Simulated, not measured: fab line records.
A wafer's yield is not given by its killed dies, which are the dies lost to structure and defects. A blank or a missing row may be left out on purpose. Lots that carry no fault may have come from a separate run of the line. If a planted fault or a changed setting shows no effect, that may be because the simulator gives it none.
The tool behind it: which one? :: flow gf180mcu :: 16 lots with 48 wafers sampled at 4 steps, on a route of 602 steps

== WHAT THE GAUGES READ, wafer by wafer ==
GF_STI_THK_MEAS_22. Usual: STI_OXIDATION_01_THK 15.00 nm, standard deviation 0.24.
lot: L327
measured: day 2 02:28
on: film metro-04
STI_OXIDATION_01_THK (nm): 15.02 15.14 15.19
flag: 

lot: L328
measured: day 2 08:38
on: film metro-03
STI_OXIDATION_01_THK (nm): 15.24 15.05 15.43
flag: 

lot: L329
measured: day 2 13:43
on: film metro-03
STI_OXIDATION_01_THK (nm): 14.75 14.96 14.46
flag: 

lot: L330
measured: day 2 18:26
on: film metro-02
STI_OXIDATION_01_THK (nm): 14.85 14.91 14.93
flag: 

lot: L333
measured: day 3 10:01
on: film metro-03
STI_OXIDATION_01_THK (nm): 14.91 15.14 14.88
flag: 

lot: L334
measured: day 3 16:26
on: film metro-04
STI_OXIDATION_01_THK (nm): 14.91 15.08 15.13
flag: 

lot: L335
measured: day 3 22:34
on: film metro-02
STI_OXIDATION_01_THK (nm): 15.06 14.93 15.10
flag: 

lot: L336
measured: day 4 02:01
on: film metro-04
STI_OXIDATION_01_THK (nm): 15.09 15.14 15.12
flag: 

lot: L337
measured: day 4 07:04
on: film metro-03
STI_OXIDATION_01_THK (nm): 15.19 15.11 15.28
flag: 

lot: L338
measured: day 4 12:06
on: film metro-02
STI_OXIDATION_01_THK (nm): 15.11 15.29 15.18
flag: 

lot: L340
measured: day 4 22:23
on: film metro-04
STI_OXIDATION_01_THK (nm): 15.36 15.04 15.46
flag: 

lot: L341
measured: day 5 02:56
on: film metro-02
STI_OXIDATION_01_THK (nm): 14.72 15.03 14.88
flag: 

lot: L343
measured: day 5 15:47
on: film metro-03
STI_OXIDATION_01_THK (nm): 14.88 15.06 15.01
flag: 

lot: L344
measured: day 5 19:29
on: film metro-02
STI_OXIDATION_01_THK (nm): 15.35 15.23 15.39
flag: 

lot: L345
measured: day 6 01:28
on: film metro-03
STI_OXIDATION_01_THK (nm): 14.90 14.98 14.91
flag: 

lot: L346
measured: day 6 05:46
on: film metro-04
STI_OXIDATION_01_THK (nm): 15.10 14.96 14.66
flag: 

GF_VT_IMPLANT_TW_MEAS_21. Usual: VT_IMPLANT_2_TW 1211, standard deviation 17.
lot: L327
measured: day 6 07:27
on: film metro-01
VT_IMPLANT_2_TW: 1188 1185 1188
flag: 

lot: L328
measured: day 6 12:13
on: film metro-02
VT_IMPLANT_2_TW: 1230 1227 1230
flag: 

lot: L329
measured: day 6 17:41
on: film metro-01
VT_IMPLANT_2_TW: 1190 1187 1190
flag: 

lot: L330
measured: day 6 23:38
on: film metro-04
VT_IMPLANT_2_TW: 1212 1211 1217
flag: 

lot: L333
measured: day 7 18:07
on: film metro-02
VT_IMPLANT_2_TW: 1226 1224 1224
flag: 

lot: L334
measured: day 8 04:20
on: film metro-04
VT_IMPLANT_2_TW: 1223 1221 1227
flag: 

lot: L335
measured: day 8 08:50
on: film metro-02
VT_IMPLANT_2_TW: 1221 1231 1226
flag: 

lot: L336
measured: day 8 17:25
on: film metro-01
VT_IMPLANT_2_TW: 1197 1177 1184
flag: 

lot: L337
measured: day 8 21:42
on: film metro-04
VT_IMPLANT_2_TW: 1220 1220 1226
flag: 

lot: L338
measured: day 9 07:17
on: film metro-04
VT_IMPLANT_2_TW: 1226 1227 1216
flag: 

lot: L340
measured: day 9 18:12
on: film metro-01
VT_IMPLANT_2_TW: 1194 1199 1198
flag: 

lot: L341
measured: day 9 21:40
on: film metro-01
VT_IMPLANT_2_TW: 1198 1196 1196
flag: 

lot: L343
measured: day 10 15:13
on: film metro-02
VT_IMPLANT_2_TW: 700 702 704
flag: OFF

lot: L344
measured: day 10 20:59
on: film metro-01
VT_IMPLANT_2_TW: 684 684 685
flag: OFF

lot: L345
measured: day 11 03:32
on: film metro-01
VT_IMPLANT_2_TW: 686 682 683
flag: OFF

lot: L346
measured: day 11 09:48
on: film metro-02
VT_IMPLANT_2_TW: 709 703 703
flag: OFF

GF_POLY_GATE_OVL_MEAS_11. Usual: POLY_GATE_OVL 0 nm, standard deviation 5.8.
lot: L327
measured: day 9 06:14
on: overlay-02
POLY_GATE_OVL (nm): -2 -4 -4
flag: 

lot: L328
measured: day 9 11:42
on: overlay-02
POLY_GATE_OVL (nm): -3 4 -3
flag: 

lot: L329
measured: day 9 19:20
on: overlay-01
POLY_GATE_OVL (nm): 12 13 11
flag: 

lot: L330
measured: day 10 00:53
on: overlay-01
POLY_GATE_OVL (nm): -3 -12 -7
flag: 

lot: L333
measured: day 10 21:10
on: overlay-01
POLY_GATE_OVL (nm): -2 -2 10
flag: 

lot: L334
measured: day 11 08:43
on: overlay-02
POLY_GATE_OVL (nm): 2 4 5
flag: 

lot: L335
measured: day 11 15:22
on: overlay-01
POLY_GATE_OVL (nm): 1 -11 -8
flag: 

lot: L336
measured: day 12 01:06
on: overlay-02
POLY_GATE_OVL (nm): 4 0 5
flag: 

lot: L337
measured: day 12 04:19
on: overlay-01
POLY_GATE_OVL (nm): 2 0 3
flag: 

lot: L338
measured: day 12 15:26
on: overlay-02
POLY_GATE_OVL (nm): 3 -1 7
flag: 

lot: L340
measured: day 13 04:46
on: overlay-01
POLY_GATE_OVL (nm): 6 6 8
flag: 

lot: L341
measured: day 13 07:44
on: overlay-02
POLY_GATE_OVL (nm): -1 6 5
flag: 

== WHICH TOOL RAN EACH LOT (tool, then ch and the chambers of the sampled wafers, then the start) ==
lot: L327
GF_VT_IMPLANT_IMPLANT_19: implanter-04 ch 0, day 6 07:14

lot: L328
GF_VT_IMPLANT_IMPLANT_19: implanter-01 ch 0, day 6 11:58

lot: L329
GF_VT_IMPLANT_IMPLANT_19: implanter-01 ch 0, day 6 17:27

lot: L330
GF_VT_IMPLANT_IMPLANT_19: implanter-01 ch 0, day 6 23:23

lot: L333
GF_VT_IMPLANT_IMPLANT_19: implanter-04 ch 0, day 7 17:52

lot: L334
GF_VT_IMPLANT_IMPLANT_19: implanter-03 ch 0, day 8 04:05

lot: L335
GF_VT_IMPLANT_IMPLANT_19: implanter-04 ch 0, day 8 08:37

lot: L336
GF_VT_IMPLANT_IMPLANT_19: implanter-01 ch 0, day 8 17:10

lot: L337
GF_VT_IMPLANT_IMPLANT_19: implanter-04 ch 0, day 8 21:29

lot: L338
GF_VT_IMPLANT_IMPLANT_19: implanter-03 ch 0, day 9 07:03

lot: L340
GF_VT_IMPLANT_IMPLANT_19: implanter-01 ch 0, day 9 17:59

lot: L341
GF_VT_IMPLANT_IMPLANT_19: implanter-04 ch 0, day 9 21:28

lot: L343
GF_VT_IMPLANT_IMPLANT_19: implanter-04 ch 0, day 10 14:58

lot: L344
GF_VT_IMPLANT_IMPLANT_19: implanter-01 ch 0, day 10 20:45

lot: L345
GF_VT_IMPLANT_IMPLANT_19: implanter-04 ch 0, day 11 03:17

lot: L346
GF_VT_IMPLANT_IMPLANT_19: implanter-04 ch 0, day 11 09:33
- GF_VT_IMPLANT_IMPLANT_19

== WHAT THE TOOLS THEMSELVES READ (means of the sampled wafers that have a number; where no wafer has one, the mark that the record gives instead) ==
GF_VT_IMPLANT_IMPLANT_19. Usual: 24.5 for faraday current uA, sd 0.49.
lot: L327
tool: implanter-04
faraday current uA: 25.1
flag: 

lot: L328
tool: implanter-01
faraday current uA: 24.5
flag: 

lot: L329
tool: implanter-01
faraday current uA: 24.3
flag: 

lot: L330
tool: implanter-01
faraday current uA: 24.4
flag: 

lot: L333
tool: implanter-04
faraday current uA: 24.5
flag: 

lot: L334
tool: implanter-03
faraday current uA: 24.3
flag: 

lot: L335
tool: implanter-04
faraday current uA: 24.4
flag: 

lot: L336
tool: implanter-01
faraday current uA: 24.2
flag: 

lot: L337
tool: implanter-04
faraday current uA: 24.7
flag: 

lot: L338
tool: implanter-03
faraday current uA: 24.3
flag: 

lot: L340
tool: implanter-01
faraday current uA: 24.3
flag: 

lot: L341
tool: implanter-04
faraday current uA: 24.0
flag: 

lot: L343
tool: implanter-04
faraday current uA: 24.9
flag: 

lot: L344
tool: implanter-01
faraday current uA: 25.0
flag: 

lot: L345
tool: implanter-04
faraday current uA: 24.2
flag: 

lot: L346
tool: implanter-04
faraday current uA: 24.5
flag: 

== THE ANSWER, worked out from the rows above alone ==
Rule: a lot counts as off when the mean over its wafers that have a number is more than 3 standard deviations away from the usual mean. Also off: a lot with no number at a reading for which 4 or more lots have one. The other lots that the step has rows for count as sound. Order of review: gauges by route order, followed by the tools' own readings, for which a lot's mean as printed above is used. The first step at which some lot is off is used, and at that step the reading that is off furthest; a lot without a number counts as furthest.
Off: L343, L344, L345, L346, at GF_VT_IMPLANT_TW_MEAS_21 (VT_IMPLANT_2_TW).
A tool fits if, at a process step before that reading, it ran every lot that is off, and no sound lot after the first of them. The gauges at GF_VT_IMPLANT_TW_MEAS_21 are tried like those tools. No candidate that was tried fits.

== WHAT THE SIMULATOR HAD INSERTED ==
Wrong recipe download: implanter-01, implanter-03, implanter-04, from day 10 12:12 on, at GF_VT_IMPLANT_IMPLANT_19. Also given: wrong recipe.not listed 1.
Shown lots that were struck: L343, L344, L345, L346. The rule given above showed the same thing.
